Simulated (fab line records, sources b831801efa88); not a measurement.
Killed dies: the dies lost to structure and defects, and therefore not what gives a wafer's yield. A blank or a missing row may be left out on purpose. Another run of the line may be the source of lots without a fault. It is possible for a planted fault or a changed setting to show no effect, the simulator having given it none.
A struck lot beside a sound one + flow sky130 + 28 out of 708 route steps
Sound: wafers L175.3, L175.5, L175.6. The struck wafers were L176.1, L176.4, L176.6. The cause is named last.
At each step with rows: each side's tool, then ch and its chambers, then its first start. Under that, the readings that differ: sound wafers + struck wafers + difference of the means + sigmas: that difference in standard deviations of wafers without a fault.
alike: a reading whose means differ by less than 2 such deviations, as well as words and numbers matching on both sides. not compared: withheld readings; readings where some wafer has no value; bounds like >300 that might hide an equal value; numbers whose values overlap and for which the record gives no deviation.
Wherever a step has rows on one side only, a row that says differs or no value, or a row with sigmas, the two part there. Non-overlapping numbers with no deviation appear without sigmas and do not part them. A reading that every wafer of one side lacks parts them only if that side has two wafers or more.

first, 1 step without rows for these wafers: SKY_DNWELL_IMPLANT_07.
SKY_DNWELL_STRIP_08: strips in O2/N2.
  sound on plasma asher-02 ch 0,1, day 4 12:56; struck on plasma asher-01 ch 0,1, day 4 16:35
  alike: chamber pressure mTorr, drypump motor current A, n2 flow sccm, oes product au, strip time to endpoint s
  not compared: rf hours counter h
SKY_DNWELL_TW_MEAS_09:
  sound on film metro-04, day 4 13:01; struck on film metro-02, day 4 16:41
  alike: DNWELL_TW
then, 7 steps without rows for these wafers: SKY_PWDE_DEHYDRATE_00 (time 60 s); SKY_PWDE_HMDS_01 (prime time 60 s); SKY_PWDE_COAT_02 (resist thk 3000 nm); SKY_PWDE_SOFTBAKE_03; SKY_PWDE_EXPOSE_04 (exposes mask PWDEM, target cd 840 nm); SKY_PWDE_PEB_05; SKY_PWDE_DEVELOP_06 (develop time 60 s).
SKY_PWDE_OVL_MEAS_07:
  sound on overlay-02, day 5 05:38; struck on overlay-02, day 5 07:59
  alike: PWDE_OVL
then, 1 step without rows for these wafers: SKY_PWDE_IMPLANT_08.
SKY_PWDE_STRIP_09: strips in O2/N2.
  sound on plasma asher-04 ch 0,1, day 5 05:51; struck on plasma asher-01 ch 0, day 5 08:11
  no value came back on the struck wafers for any of 5 readings (chamber pressure mTorr (mTorr), drypump motor current A (A) and others); on the sound wafers chamber pressure mTorr (mTorr) reads 1500.6 1501.6 1498.7
| reading                                | sound | struck         | difference | sigmas |
|----------------------------------------|-------|----------------|------------|--------|
| model.coat_of_PWDE_COAT_02.thk nm (nm) | 0 0 0 | 3006 3006 2996 | +3003      |        |
  not compared: rf hours counter h
SKY_PWDE_TW_MEAS_10:
  sound on film metro-02, day 5 05:56; struck on film metro-01, day 5 08:17
  alike: PWDE_TW
then, 7 steps without rows for these wafers: SKY_NWELL_DEHYDRATE_03 (time 60 s); SKY_NWELL_HMDS_04 (prime time 60 s); SKY_NWELL_COAT_05 (resist thk 2983 nm); SKY_NWELL_SOFTBAKE_06; SKY_NWELL_EXPOSE_07 (exposes mask NWM, target cd 840 nm); SKY_NWELL_PEB_08; SKY_NWELL_DEVELOP_09 (develop time 60 s).
SKY_NWELL_OVL_MEAS_10:
  sound on overlay-01, day 5 23:01; struck on overlay-02, day 6 01:31
  alike: NWELL_00_OVL
then, 3 steps without rows for these wafers: SKY_NWELL_IMPLANT_11; SKY_NWELL_IMPLANT_12; SKY_NWELL_IMPLANT_13.
SKY_NWELL_STRIP_14: strips in O2/N2.
  sound on plasma asher-02 ch 0,1, day 5 23:32; struck on plasma asher-03 ch 0,1, day 6 01:59
| reading                      | sound             | struck            | difference | sigmas      |
|------------------------------|-------------------|-------------------|------------|-------------|
| oes product au (a.u.)        | 0.713 0.725 0.714 | 0.740 0.742 0.737 | +0.022     | +5          |
| strip time to endpoint s (s) | 36.55 36.65 36.58 | 81.10 81.20 80.92 | +44.48     | +99 or more |
  alike: chamber pressure mTorr, drypump motor current A, n2 flow sccm
  not compared: rf hours counter h
SKY_NWELL_TW_MEAS_15:
  sound on film metro-04, day 5 23:37; struck on film metro-01, day 6 02:19
| reading  | sound          | struck   | difference | sigmas      |
|----------|----------------|----------|------------|-------------|
| NWELL_TW | 1827 1817 1810 | 30 30 30 | -1788      | -99 or more |
  not compared: hold
SKY_PAD_OPEN_PROBE_99:
  the record has rows for the sound wafers here (prober-02, day 47 13:29) and none for the struck ones

WHERE THEY PART
Earliest at SKY_PWDE_STRIP_09; latest, in this record, at SKY_PAD_OPEN_PROBE_99.

WHY: what the simulator had put in
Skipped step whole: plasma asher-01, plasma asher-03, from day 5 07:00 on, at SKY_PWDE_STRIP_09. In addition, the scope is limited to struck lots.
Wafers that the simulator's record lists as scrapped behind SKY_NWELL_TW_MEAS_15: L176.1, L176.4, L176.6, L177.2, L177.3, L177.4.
